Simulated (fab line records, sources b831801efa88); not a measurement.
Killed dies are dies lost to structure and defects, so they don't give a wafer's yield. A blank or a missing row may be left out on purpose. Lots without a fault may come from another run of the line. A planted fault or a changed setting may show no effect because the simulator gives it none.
Tool commonality check | flow gf180mcu | 12 lots, 36 wafers sampled

WHY IT WAS OPENED
At GF_POLY_GATE_THK_MEAS_01 the reading POLY_GATE_CVD_00_THK is flagged on 2 of 12 lots. Wafers without a fault read 199.9 nm, standard deviation 2.1.
Rule: a lot is flagged when every wafer of it that has a number lies more than 4 standard deviations from that mean, or none has a number. The other lots count as sound.

lot  | measured     | on            | POLY_GATE_CVD_00_THK (nm), wafer by wafer | flag
L105 | day 8 18:26  | film_metro-02 | 198.0 200.0 200.1                         |
L107 | day 9 08:23  | film_metro-04 | 197.7 200.6 197.1                         |
L109 | day 10 04:38 | film_metro-02 | 198.7 200.9 201.8                         |
L112 | day 10 21:52 | film_metro-02 | 217.5 216.4 216.2                         | FLAGGED
L113 | day 11 06:49 | film_metro-02 | 211.4 213.8 213.0                         | FLAGGED
L116 | day 12 06:14 | film_metro-02 | 199.2 199.9 198.5                         |
L118 | day 12 14:09 | film_metro-02 | 201.9 201.5 200.7                         |
L120 | day 13 07:35 | film_metro-02 | 203.5 202.9 201.8                         |
L121 | day 13 17:40 | film_metro-04 | 199.3 198.5 198.8                         |
L125 | day 14 17:25 | film_metro-02 | 203.0 203.4 201.4                         |
L126 | day 15 01:31 | film_metro-02 | 202.9 204.0 203.5                         |
L127 | day 15 08:24 | film_metro-03 | 201.1 199.5 200.8                         |
The numbers of the flagged lots are 214.7 nm on average: +14.8 nm against the usual, or +7 standard deviations.

WHICH TOOL RAN EACH LOT
The record holds 2 process steps before the reading, out of a route of 602 steps. In each cell: the tool, then ch and the chambers that the sampled wafers went through, then the start.
lot  | flag    | GF_VT_IMPLANT_STRIP_31               | GF_POLY_GATE_CVD_00
L105 |         | plasma_asher-01 ch 0,1, day 7 03:42  | lpcvd-02 ch 0, day 8 17:05
L107 |         | plasma_asher-03 ch 0,1, day 7 17:47  | lpcvd-02 ch 0, day 9 07:02
L109 |         | plasma_asher-01 ch 0,1, day 8 09:24  | lpcvd-02 ch 1, day 10 03:18
L112 | FLAGGED | plasma_asher-02 ch 0, day 9 01:06    | lpcvd-01 ch 1, day 10 20:32
L113 | FLAGGED | plasma_asher-03 ch 0,1, day 9 07:39  | lpcvd-01 ch 0, day 11 05:29
L116 |         | plasma_asher-03 ch 0,1, day 10 06:01 | lpcvd-02 ch 0, day 12 03:14
L118 |         | plasma_asher-02 ch 0,1, day 10 18:34 | lpcvd-02 ch 0, day 12 12:47
L120 |         | plasma_asher-03 ch 0,1, day 11 08:20 | lpcvd-02 ch 0, day 13 06:13
L121 |         | plasma_asher-01 ch 0,1, day 11 16:11 | lpcvd-02 ch 0, day 13 15:38
L125 |         | plasma_asher-01 ch 0,1, day 12 16:15 | lpcvd-02 ch 0, day 14 16:04
L126 |         | plasma_asher-03 ch 0,1, day 12 20:19 | lpcvd-02 ch 0, day 15 00:11
L127 |         | plasma_asher-02 ch 0,1, day 13 03:52 | lpcvd-01 ch 0, day 15 07:04
What these steps do:
- GF_VT_IMPLANT_STRIP_31: strips in O2/N2.
- GF_POLY_GATE_CVD_00: deposits poly-Si, target thk 200 nm, time 1200 s.
- GF_POLY_GATE_THK_MEAS_01

FLAGGED OVER TOTAL, TOOL BY TOOL (the gauges that took the reading come last)
step                     | tool            | lots run | flagged | share of the flagged lots | sound lots run after its first flagged lot
GF_VT_IMPLANT_STRIP_31   | plasma_asher-01 | 4        | 0       | none                      | -
GF_VT_IMPLANT_STRIP_31   | plasma_asher-02 | 3        | 1       | some                      | 2 (L118,L127)
GF_VT_IMPLANT_STRIP_31   | plasma_asher-03 | 5        | 1       | some                      | 3 (L116,L120,L126)
GF_POLY_GATE_CVD_00      | lpcvd-01        | 3        | 2       | all                       | 1 (L127)
GF_POLY_GATE_CVD_00      | lpcvd-02        | 9        | 0       | none                      | -
GF_POLY_GATE_THK_MEAS_01 | film_metro-02   | 9        | 2       | all                       | 5 (L116,L118,L120,L125,L126)
GF_POLY_GATE_THK_MEAS_01 | film_metro-03   | 1        | 0       | none                      | -
GF_POLY_GATE_THK_MEAS_01 | film_metro-04   | 2        | 0       | none                      | -

WHAT THE TABLE ALLOWS
2 rows of the table ran every flagged lot: lpcvd-01 at GF_POLY_GATE_CVD_00, film_metro-02 at GF_POLY_GATE_THK_MEAS_01.
- lpcvd-01 at GF_POLY_GATE_CVD_00: 2 of its 3 lots flagged. Sound lots ran on it after the first flagged one (L127), which a lasting fault on the whole tool wouldn't allow.
- film_metro-02 at GF_POLY_GATE_THK_MEAS_01: 2 of its 9 lots flagged. Sound lots ran on it after the first flagged one (L116, L118, L120, L125, L126), which a lasting fault on the whole tool wouldn't allow.
No row of the table ran every flagged lot and no sound lot after the first.

WHAT THE SIMULATOR HAD PUT IN
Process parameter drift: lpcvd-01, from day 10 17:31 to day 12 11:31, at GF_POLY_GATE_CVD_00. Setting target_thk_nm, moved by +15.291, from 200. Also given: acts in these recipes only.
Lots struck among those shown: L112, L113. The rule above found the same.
